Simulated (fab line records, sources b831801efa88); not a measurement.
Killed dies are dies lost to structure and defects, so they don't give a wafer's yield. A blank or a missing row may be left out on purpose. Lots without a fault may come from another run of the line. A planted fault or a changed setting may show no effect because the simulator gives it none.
Which tool did it? | flow sky130 | 24 lots, 72 wafers sampled, at 6 steps of a route of 708

WHAT THE GAUGES READ, wafer by wafer
SKY_POLY_CUT_OVL_MEAS_09. Usual: POLY_CUT_OVL 3 nm, standard deviation 4.1.
lot  | measured     | on         | POLY_CUT_OVL (nm) | flag
L074 | day 23 21:54 | overlay-01 | -2 6 0            |
L075 | day 24 19:36 | overlay-02 | 4 12 6            |
L076 | day 24 23:45 | overlay-02 | 5 1 5             |
L077 | day 25 05:15 | overlay-01 | 3 11 5            |
L078 | day 25 14:11 | overlay-02 | -3 2 -2           |
L079 | day 26 02:39 | overlay-02 | 1 3 -5            |
L080 | day 26 07:55 | overlay-02 | 5 9 9             |
L081 | day 27 00:47 | overlay-01 | -1 -4 0           |
L082 | day 27 07:48 | overlay-01 | 2 3 0             |
L083 | day 27 10:17 | overlay-02 | -4 0 2            |
L084 | day 27 19:33 | overlay-01 | -1 6 -3           |
L086 | day 28 09:04 | overlay-02 | 4 6 0             |
L085 | day 28 11:55 | overlay-01 | 7 -2 3            |
L087 | day 28 22:51 | overlay-01 | 2 4 8             |
L088 | day 29 07:02 | overlay-01 | 2 3 6             |
L089 | day 29 21:53 | overlay-01 | 7 3 1             |
L090 | day 30 00:47 | overlay-02 | 3 -3 -3           |
L091 | day 30 15:52 | overlay-01 | 9 9 10            |
L092 | day 30 16:48 | overlay-02 | 5 6 -2            |
L093 | day 30 19:44 | overlay-02 | 3 5 -2            |
L094 | day 32 00:08 | overlay-02 | 2 0 5             |
L097 | day 32 14:41 | overlay-02 | 6 1 7             |
L096 | day 32 18:20 | overlay-01 | 3 -3 1            |
L095 | day 32 19:18 | overlay-02 | -2 -1 1           |

SKY_CONTACT_THK_MEAS_01. Usual: CONTACT_CVD_00_THK 75.4 nm, standard deviation 1.1.
lot  | measured     | on            | CONTACT_CVD_00_THK (nm) | flag
L074 | day 30 04:11 | film_metro-02 | 74.8 75.9 76.2          |
L075 | day 30 23:22 | film_metro-03 | 74.8 76.0 77.5          |
L076 | day 31 03:10 | film_metro-04 | 74.1 76.1 76.9          |
L077 | day 31 08:04 | film_metro-04 | 74.9 76.3 75.2          |
L078 | day 31 16:52 | film_metro-04 | 76.1 75.7 76.6          |
L079 | day 32 04:31 | film_metro-02 | 75.7 75.0 75.4          |
L080 | day 32 09:18 | film_metro-04 | 74.4 74.1 75.6          |
L081 | day 33 00:47 | film_metro-03 | 74.3 75.1 74.8          |
L082 | day 33 07:23 | film_metro-04 | 74.8 76.0 75.8          |
L083 | day 33 19:21 | film_metro-02 | 75.3 77.2 75.0          |
L084 | day 33 19:42 | film_metro-02 | 75.7 74.8 76.0          |
L086 | day 34 06:25 | film_metro-02 | 74.7 73.0 75.4          |
L085 | day 34 09:14 | film_metro-02 | 73.9 72.0 76.2          |
L087 | day 34 19:28 | film_metro-02 | 76.4 75.7 77.2          |
L088 | day 35 02:29 | film_metro-02 | 75.2 75.3 75.4          |
L089 | day 35 16:36 | film_metro-03 | 74.6 75.6 76.5          |
L090 | day 35 17:47 | film_metro-03 | 75.1 77.1 75.3          |
L091 | day 36 09:31 | film_metro-02 | 77.3 77.2 76.9          |
L092 | day 36 10:52 | film_metro-03 | 75.3 75.0 76.6          |
L093 | day 36 13:02 | film_metro-04 | 74.0 75.1 76.0          |
L094 | day 37 17:55 | film_metro-04 | 75.3 75.2 77.9          |
L097 | day 38 04:59 | film_metro-02 | 73.6 74.8 75.6          |
L096 | day 38 08:42 | film_metro-02 | 76.6 76.4 77.1          |
L095 | day 38 11:04 | film_metro-04 | 74.0 74.5 76.1          |

SKY_CONTACT_BOW_MEAS_05. Usual: CONTACT_BOW 83 um, standard deviation 7.2.
lot  | measured     | on            | CONTACT_BOW (um) | flag
L074 | day 30 04:40 | film_metro-02 | 88 80 81         |
L075 | day 30 23:51 | film_metro-02 | 79 87 86         |
L076 | day 31 03:39 | film_metro-03 | 78 90 82         |
L077 | day 31 08:34 | film_metro-03 | 86 71 70         |
L078 | day 31 17:22 | film_metro-02 | 77 87 94         |
L079 | day 32 05:16 | film_metro-04 | 72 82 73         |
L080 | day 32 09:49 | film_metro-02 | 92 90 86         |
L081 | day 33 01:20 | film_metro-04 | 80 90 98         |
L082 | day 33 07:53 | film_metro-02 | 85 76 70         |
L083 | day 33 19:52 | film_metro-03 | 88 83 77         |
L084 | day 33 20:11 | film_metro-04 | 94 94 67         |
L086 | day 34 06:54 | film_metro-02 | 83 89 76         |
L085 | day 34 09:43 | film_metro-03 | 84 68 81         |
L087 | day 34 19:58 | film_metro-04 | 80 90 88         |
L088 | day 35 03:00 | film_metro-02 | 85 72 73         |
L089 | day 35 17:05 | film_metro-03 | 75 90 88         |
L090 | day 35 18:18 | film_metro-03 | 81 77 92         |
L091 | day 36 10:02 | film_metro-02 | 80 74 88         |
L092 | day 36 11:22 | film_metro-02 | 76 81 85         |
L093 | day 36 13:38 | film_metro-03 | 91 79 90         |
L094 | day 37 18:25 | film_metro-02 | 71 93 96         |
L097 | day 38 05:29 | film_metro-02 | 75 84 86         |
L096 | day 38 09:11 | film_metro-04 | 93 86 87         |
L095 | day 38 11:35 | film_metro-03 | 77 86 72         |

SKY_METAL4_CD_MEAS_13: target cd 300 nm. Usual: cd_nm 299.7 nm, standard deviation 2.1.
lot  | measured     | on        | cd_nm (nm)        | flag
L074 | day 41 15:04 | cd_sem-01 | 300.8 300.3 301.1 |
L075 | day 42 04:45 | cd_sem-02 | 300.1 299.0 299.0 |
L076 | day 42 09:25 | cd_sem-02 | 299.8 298.2 299.0 |
L077 | day 42 13:38 | cd_sem-01 | 304.4 304.1 304.9 |
L078 | day 42 19:59 | cd_sem-01 | 300.6 300.3 300.9 |
L079 | day 43 06:55 | cd_sem-01 | 302.0 302.3 300.3 |
L080 | day 43 09:53 | cd_sem-01 | 297.1 297.6 298.5 |
L081 | day 44 00:13 | cd_sem-02 | 301.4 302.7 301.4 |
L082 | day 44 06:05 | cd_sem-02 | 298.1 298.2 300.3 |
L083 | day 44 16:22 | cd_sem-01 | 298.6 298.4 297.7 |
L084 | day 44 17:02 | cd_sem-01 | 297.6 299.4 298.8 |
L086 | day 45 02:06 | cd_sem-02 | 301.7 302.6 302.6 |
L085 | day 45 02:17 | cd_sem-02 | 301.9 301.4 301.7 |
L087 | day 45 12:20 | cd_sem-01 | 301.2 300.0 300.2 |
L088 | day 45 17:07 | cd_sem-01 | 301.5 300.9 301.5 |
L089 | day 46 06:02 | cd_sem-02 | 297.7 298.4 298.7 |
L090 | day 46 06:25 | cd_sem-01 | 297.9 298.5 298.8 |
L091 | day 46 17:56 | cd_sem-01 | 298.1 298.2 297.6 |
L092 | day 46 18:55 | cd_sem-02 | 296.8 297.0 297.2 |
L093 | day 46 20:54 | cd_sem-01 | 299.9 299.3 299.5 |
L094 | day 47 17:33 | cd_sem-02 | 297.6 297.3 299.3 |
L097 | day 48 04:38 | cd_sem-02 | 297.5 298.4 299.6 |
L096 | day 48 07:33 | cd_sem-02 | 300.6 302.2 302.2 |
L095 | day 48 11:09 | cd_sem-02 | 296.0 295.7 295.0 |

SKY_VIA4_BOW_MEAS_03. Usual: VIA4_BOW 79 um, standard deviation 8.
lot  | measured     | on            | VIA4_BOW (um) | flag
L074 | day 41 16:43 | film_metro-03 | 90 82 85      |
L075 | day 42 06:22 | film_metro-02 | 77 84 83      |
L076 | day 42 11:01 | film_metro-04 | 76 88 80      |
L077 | day 42 15:15 | film_metro-03 | 81 66 65      |
L078 | day 42 21:40 | film_metro-03 | 76 87 92      |
L079 | day 43 08:32 | film_metro-03 | 73 84 72      |
L080 | day 43 11:33 | film_metro-04 | 85 81 78      |
L081 | day 44 01:51 | film_metro-03 | 80 89 99      |
L082 | day 44 07:44 | film_metro-03 | 85 77 69      |
L083 | day 44 18:05 | film_metro-04 | 89 85 77      |
L084 | day 44 19:10 | film_metro-04 | 96 98 69      |
L086 | day 45 03:43 | film_metro-02 | 74 79 69      |
L085 | day 45 04:02 | film_metro-02 | 82 65 76      |
L087 | day 45 13:58 | film_metro-02 | 74 84 81      |
L088 | day 45 18:44 | film_metro-04 | 81 67 70      |
L089 | day 46 07:49 | film_metro-04 | 77 91 90      |
L090 | day 46 08:04 | film_metro-02 | 79 74 88      |
L091 | day 46 19:34 | film_metro-03 | 73 67 83      |
L092 | day 46 20:39 | film_metro-03 | 68 71 76      |
L093 | day 46 22:31 | film_metro-03 | 86 72 85      |
L094 | day 47 19:11 | film_metro-02 | 62 83 86      |
L097 | day 48 06:15 | film_metro-03 | 72 82 84      |
L096 | day 48 09:10 | film_metro-04 | 88 81 82      |
L095 | day 48 12:48 | film_metro-03 | 78 84 73      |

WHICH TOOL RAN EACH LOT (tool, then ch and the chambers of the sampled wafers, then the start)
lot  | SKY_METAL2_ETCH_18
L074 | rie_metal-01 ch 0,1, day 34 22:23
L075 | rie_metal-01 ch 1, day 35 15:31
L076 | rie_metal-04 ch 0,1, day 35 18:58
L077 | rie_metal-01 ch 0,1, day 36 00:27
L078 | rie_metal-02 ch 0,1, day 36 08:18
L079 | rie_metal-02 ch 0,1, day 36 19:52
L080 | rie_metal-01 ch 1, day 37 00:20
L081 | rie_metal-04 ch 0,1, day 37 15:25
L082 | rie_metal-04 ch 0,1, day 37 21:44
L083 | rie_metal-01 ch 0,1, day 38 08:47
L084 | rie_metal-02 ch 0, day 38 10:02
L086 | rie_metal-04 ch 0,1, day 38 20:32
L085 | rie_metal-02 ch 0,1, day 38 21:13
L087 | rie_metal-04 ch 0,1, day 39 07:55
L088 | rie_metal-01 ch 0,1, day 39 14:17
L089 | rie_metal-01 ch 0, day 40 04:31
L090 | rie_metal-04 ch 0, day 40 05:57
L091 | rie_metal-02 ch 0,1, day 40 19:22
L092 | rie_metal-01 ch 0,1, day 40 21:37
L093 | rie_metal-02 ch 0,1, day 40 22:33
L094 | rie_metal-01 ch 0,1, day 42 02:25
L097 | rie_metal-01 ch 0,1, day 42 12:57
L096 | rie_metal-02 ch 0,1, day 42 16:03
L095 | rie_metal-01 ch 0,1, day 42 20:12
- SKY_METAL2_ETCH_18: etches BARC in N2/H2, stops on SiO2, time 45.9 s, target depth 60 nm.

WHAT THE TOOLS THEMSELVES READ (means of the sampled wafers that have a number; where no wafer has one, the mark that the record gives instead)
SKY_METAL2_ETCH_18. Usual: drypump_motor_current_A 5.9 A, standard deviation 0.48; n2_flow_sccm 99.98 sccm, standard deviation 0.29; oes_product_au 0.855 a.u., standard deviation 0.005; throttle_valve_pct 13.225 %, standard deviation 0.01.
lot  | tool         | drypump_motor_current_A (A) | n2_flow_sccm (sccm) | oes_product_au (a.u.) | throttle_valve_pct (%) | flag
L074 | rie_metal-01 | 6.1                         | 99.72               | 0.852                 | 13.223                 |
L075 | rie_metal-01 | 6.5                         | 99.86               | 0.857                 | 13.228                 |
L076 | rie_metal-04 | 5.7                         | 100.36              | 0.858                 | 13.227                 |
L077 | rie_metal-01 | 5.6                         | 99.76               | 0.857                 | 13.223                 |
L078 | rie_metal-02 | 6.0                         | 99.96               | 0.860                 | 13.225                 |
L079 | rie_metal-02 | 6.0                         | 100.12              | 0.856                 | 13.219                 |
L080 | rie_metal-01 | 6.5                         | 100.23              | 0.856                 | 13.223                 |
L081 | rie_metal-04 | 5.9                         | 99.96               | 0.852                 | 13.224                 |
L082 | rie_metal-04 | 5.7                         | 99.97               | 0.858                 | 13.225                 |
L083 | rie_metal-01 | 5.6                         | 99.84               | 0.856                 | 13.221                 |
L084 | rie_metal-02 | 5.9                         | 100.11              | 0.854                 | 13.222                 |
L086 | rie_metal-04 | 5.9                         | 99.76               | 0.857                 | 13.229                 |
L085 | rie_metal-02 | 6.0                         | 100.23              | 0.856                 | 13.225                 |
L087 | rie_metal-04 | 5.9                         | 100.04              | 0.858                 | 13.224                 |
L088 | rie_metal-01 | 5.6                         | 100.05              | 0.852                 | 13.240                 |
L089 | rie_metal-01 | 5.2                         | 100.09              | 0.853                 | 13.221                 |
L090 | rie_metal-04 | 6.1                         | 99.70               | 0.853                 | 13.231                 |
L091 | rie_metal-02 | 6.0                         | 99.82               | 0.848                 | 13.216                 |
L092 | rie_metal-01 | 6.1                         | 100.15              | 0.858                 | 13.228                 |
L093 | rie_metal-02 | 6.0                         | 99.68               | 0.853                 | 13.233                 |
L094 | rie_metal-01 | 5.6                         | 100.20              | 0.854                 | 13.224                 |
L097 | rie_metal-01 | 5.6                         | 100.30              | 0.854                 | 13.231                 |
L096 | rie_metal-02 | 6.0                         | 100.18              | 0.853                 | 13.228                 |
L095 | rie_metal-01 | 5.6                         | 100.05              | 0.856                 | 13.224                 |

THE ANSWER, worked out from the rows above alone
Rule: a lot is off if the mean of its wafers that have a number lies more than 3 standard deviations from the usual mean. A lot without any number at a reading at which 4 lots or more have one is off too. The other lots that the step has rows for count as sound. The gauges are gone through in route order, then the tools' own readings, and for those a lot's mean is taken as printed above. The first step at which some lot is off is used, and at that step the reading that is off furthest; a lot without a number counts as furthest.
No lot is off at any reading shown: from this, nothing can be told.

WHAT THE SIMULATOR HAD PUT IN
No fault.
